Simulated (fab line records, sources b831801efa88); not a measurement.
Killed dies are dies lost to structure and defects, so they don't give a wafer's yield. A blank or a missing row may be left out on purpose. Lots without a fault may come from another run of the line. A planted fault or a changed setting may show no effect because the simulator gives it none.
A struck lot beside a sound one | flow sfq_line | 26 steps out of a route of 325
Sound: wafers L479.1, L479.3, L479.5. Struck: wafer L489.2. (L489.1, L489.5 of the same lot were not struck and are left out.) The cause comes at the end.
At each step with rows: each side's tool, then ch and its chambers, then its first start. Under that, the readings that differ: sound wafers | struck wafers | difference of the means | sigmas: that difference in standard deviations of wafers without a fault.
alike: readings whose means differ by less than 2 such deviations, and words and numbers that are the same on both sides. not compared: withheld readings, readings that some wafer has no value for, bounds like >300 that may hide the same value, and numbers for which the record gives no deviation and whose values overlap.
The two part at a step that has a row with sigmas, a row that says differs or no value, or rows on one side only. Numbers that don't overlap but have no deviation are shown without sigmas and don't part them. A reading that every wafer of one side lacks parts them only if that side has two wafers or more.

SFQ_L0_RS_MEAS_901: measures by four-point-probe.
  sound on film_metro-02, day 1 12:34; struck on film_metro-02, day 3 14:34
  alike: L0_MONX_KI_RS
SFQ_L0_THK_MEAS_902: measures by xrf.
  sound on film_metro-02, day 1 12:41; struck on film_metro-02, day 3 14:41
  alike: L0_MONX_KI_THK
then, 6 steps without rows for these wafers: SFQ_TRILAYER_L0_LITHO_COAT_010 (resist thk 62 nm); SFQ_TRILAYER_L0_LITHO_COAT_005 (resist thk 600 nm); SFQ_TRILAYER_L0_LITHO_SOFTBAKE_009; SFQ_TRILAYER_L0_LITHO_EXPOSE_006 (exposes mask L0, target cd 2000 nm); SFQ_TRILAYER_L0_LITHO_PEB_008 (peb time 60 s); SFQ_TRILAYER_L0_LITHO_DEVELOP_007 (time 60 s).
SFQ_TRILAYER_L0_BARC_OPEN_METAL_ETCH_010: etches BARC in O2, target depth 125 nm, time 41.7 s.
  sound on rie_metal-01 ch 0,1, day 2 13:50; struck on rie_metal-01 ch 0, day 4 19:37
  alike: drypump_motor_current_A, oes_product_au
  not compared: rf_hours_counter_h
then, 1 step without rows for these wafers: SFQ_TRILAYER_L0_ETCH_METAL_ETCH_008 (etches MoNx KI in SF6/O2, stops on SiO2, target depth 50 nm, time 25 s).
SFQ_TRILAYER_L0_STRIP_STRIP_009: strips in O2.
  sound on rie_metal-01 ch 0,1, day 2 13:57; struck on rie_metal-01 ch 0, day 4 19:43
  alike: drypump_motor_current_A, oes_product_au
  not compared: rf_hours_counter_h
then, 1 step without rows for these wafers: SFQ_TRILAYER_L0_STRIP_SOLV_CLEAN_010 (cleans in NMP, time 600 s).
SFQ_TRILAYER_L0_CAP_PECVD_011: deposits SiO2 from SiH4/N2O, time 13.333 s, target thk 60 nm.
  sound on pecvd-03 ch 0,2, day 2 14:43; struck on pecvd-03 ch 2, day 4 20:29
  reading                                             | sound           | struck | difference | sigmas
  model.SiO2_of_TRILAYER_L0_CAP_PECVD_011.thk_nm (nm) | 59.2 59.6 60.13 | 54.88  | -4.76      |
  alike: heater_power_w, throttle_valve_pct
then, 6 steps without rows for these wafers: SFQ_TRILAYER_L0_VIA_LITHO_COAT_018 (resist thk 62 nm); SFQ_TRILAYER_L0_VIA_LITHO_COAT_013 (resist thk 650 nm); SFQ_TRILAYER_L0_VIA_LITHO_SOFTBAKE_017; SFQ_TRILAYER_L0_VIA_LITHO_EXPOSE_014 (exposes mask L0V, target cd 700 nm); SFQ_TRILAYER_L0_VIA_LITHO_PEB_016 (peb time 60 s); SFQ_TRILAYER_L0_VIA_LITHO_DEVELOP_015 (time 60 s).
SFQ_L0V_OVL_MEAS_903:
  sound on overlay-01, day 3 20:04; struck on overlay-01, day 5 19:37
  alike: L0V_OVL
SFQ_TRILAYER_L0_VIA_BARC_OPEN_VIA_ETCH_021: etches BARC in O2, target depth 125 nm, time 41.7 s.
  sound on rie_diel-04 ch 0,2, day 3 20:06; struck on rie_diel-03 ch 3, day 5 19:39
  reading                     | sound             | struck | difference | sigmas
  drypump_motor_current_A (A) | 6.2 6.6 6.5       | 4.7    | -1.7       | -3
  oes_product_au (a.u.)       | 0.684 0.684 0.699 | 0.679  | -0.010     | -2
  not compared: rf_hours_counter_h
SFQ_TRILAYER_L0_VIA_ETCH_VIA_ETCH_016: etches SiO2 in CHF3, stops on MoNx KI, target depth 80 nm.
  sound on rie_diel-04 ch 0,2, day 3 20:08; struck on rie_diel-03 ch 3, day 5 19:41
  reading                         | sound             | struck | difference | sigmas
  drypump_motor_current_A (A)     | 6.2 6.5 6.5       | 4.8    | -1.6       | -3
  oes_product_au (a.u.)           | 0.838 0.841 0.845 | 0.803  | -0.038     | -5
  model.L0V.feature_depth_nm (nm) | 59.2 59.6 60.13   | 54.88  | -4.76      |
  model.etch.depth_nm (nm)        | 59.2 59.6 60.13   | 54.88  | -4.76      |
SFQ_TRILAYER_L0_VIA_STRIP_STRIP_017: strips in O2.
  sound on rie_metal-01 ch 1, day 3 20:11; struck on rie_metal-01 ch 1, day 5 19:44
  alike: drypump_motor_current_A, oes_product_au
  not compared: rf_hours_counter_h
then, 1 step without rows for these wafers: SFQ_TRILAYER_L0_VIA_STRIP_SOLV_CLEAN_018 (cleans in NMP, time 600 s).
SFQ_TRILAYER_M0_DEP_PRE_CLEAN_020: time 15 s.
  sound on pvd_sputter-06, day 3 20:58; struck on pvd_sputter-04, day 5 20:31
  reading                                             | sound           | struck | difference | sigmas
  model.SiO2_of_TRILAYER_L0_CAP_PECVD_011.thk_nm (nm) | 54.2 54.6 55.13 | 49.88  | -4.76      |
SFQ_TRILAYER_M0_DEP_SPUTTER_019: material Nb, target thk 200 nm, time 133.3 s.
  sound on pvd_sputter-06, day 3 20:59; struck on pvd_sputter-04, day 5 20:32
  alike: chamber_pressure_pa, resputter_cathode_voltage_v, throttle_valve_pct

WHERE THEY PART
First at SFQ_TRILAYER_L0_VIA_BARC_OPEN_VIA_ETCH_021; last, within this record, at SFQ_TRILAYER_L0_VIA_ETCH_VIA_ETCH_016. Later steps at which nothing parts them and some readings are alike: SFQ_TRILAYER_L0_VIA_STRIP_STRIP_017, SFQ_TRILAYER_M0_DEP_SPUTTER_019.

WHY: what the simulator had put in
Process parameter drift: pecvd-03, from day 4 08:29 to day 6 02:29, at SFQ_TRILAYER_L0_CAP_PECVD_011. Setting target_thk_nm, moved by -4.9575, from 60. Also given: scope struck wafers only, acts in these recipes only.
